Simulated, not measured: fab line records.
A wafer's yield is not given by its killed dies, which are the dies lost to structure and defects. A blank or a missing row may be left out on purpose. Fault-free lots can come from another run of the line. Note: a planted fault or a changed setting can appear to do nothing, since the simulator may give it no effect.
The same fault as seen by 2 desks ; flow sky130 ; only its own numbers are on each desk; what lay behind them is given at the end

AT THE TOOL OWNER'S DESK: lpcvd-02
The tool's own readings at SKY_FIELD_ISO_CVD_03 (deposits Si3N4 from DCS/NH3, target thk 165 nm, time 2830 s): means of the sampled wafers that have a number, for each lot that ran on this tool. Any lot whose mean is over 4 standard deviations away from the usual mean is out of limits and marked OUT; that distance is given in the brackets.
Columns: A = pressureMtorr at SKY_FIELD_ISO_CVD_03, usual 250.0 mTorr; B = zonePowerCentrePct at SKY_FIELD_ISO_CVD_03, usual 13.1 %
lot;first seen here;A;B
L219;day 1 11:41;250.7;15.7
L224;day 2 15:05;249.8;15.7
L227;day 3 04:56;250.0;15.6
L230;day 3 20:26;299.7 (+99 or more) OUT;15.8
L231;day 4 02:08;299.4 (+99) OUT;11.3
This desk's verdict: out of limits on L230, L231, starting with L230 at day 3 20:26 (pressureMtorr at SKY_FIELD_ISO_CVD_03). L219, L224, L227 stayed within limits.

AT THE METROLOGY DESK
What the gauges read for every lot (on any tool): the sampled wafers with a number, averaged. Any lot whose mean is over 4 standard deviations away from the usual mean is out of limits and marked OUT; that distance is given in the brackets.
Columns: A = INCOMING_BOW at SKY_FIELD_ISO_BOW_MEAS_00, usual 0 um; B = FIELD_ISO_OXIDATION_00_THK at SKY_FIELD_ISO_THK_MEAS_02, usual 11.97 nm; C = FIELD_ISO_CVD_03_THK at SKY_FIELD_ISO_THK_MEAS_04, usual 164.4 nm; D = cdNm at SKY_FIELD_ISO_CD_MEAS_13, usual 150.4 nm; E = FIELD_ISO_OXIDATION_01_THK at SKY_FIELD_ISO_THK_MEAS_23, usual 10.00 nm; F = FIELD_ISO_CVD_24_THK at SKY_FIELD_ISO_THK_MEAS_25, usual 594 nm
lot;first seen here;A;B;C;D;E;F
L219;day 1 10:02;-3;12.15;165.8;152.0;9.98;590
L224;day 2 11:00;-4;12.17;165.1;149.5;9.92;603
L227;day 3 02:01;2;11.89;165.8;150.3;10.05;594
L230;day 3 17:01;6;11.80;174.2 (+7.6) OUT;152.4;10.19;596
L231;day 3 22:01;-10;12.28;175.0 (+8.2) OUT;152.3;9.91;597
This desk's result: L230, L231 out of limits, first on L230 (FIELD_ISO_CVD_03_THK at SKY_FIELD_ISO_THK_MEAS_04), day 3 22:14. L219, L224, L227 stayed within limits.

BROUGHT TOGETHER
At day 3 20:26, on L230, L231, the tool owner's desk was in a position to raise an alarm.
On L230, L231, the metrology desk was in a position to raise an alarm at day 3 22:14.
Of the lots named, all ran SKY_FIELD_ISO_CVD_03 on lpcvd-02.

WHAT THE SIMULATOR HAD PUT IN
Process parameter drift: lpcvd-02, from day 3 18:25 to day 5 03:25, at SKY_FIELD_ISO_CVD_03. Setting pressureMtorr shifted by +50 from 250. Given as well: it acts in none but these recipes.
Lots struck among those shown: L230, L231.
Fault start to first reading out of limits, in hours, per desk: tool owner, 2; metrology, 4.
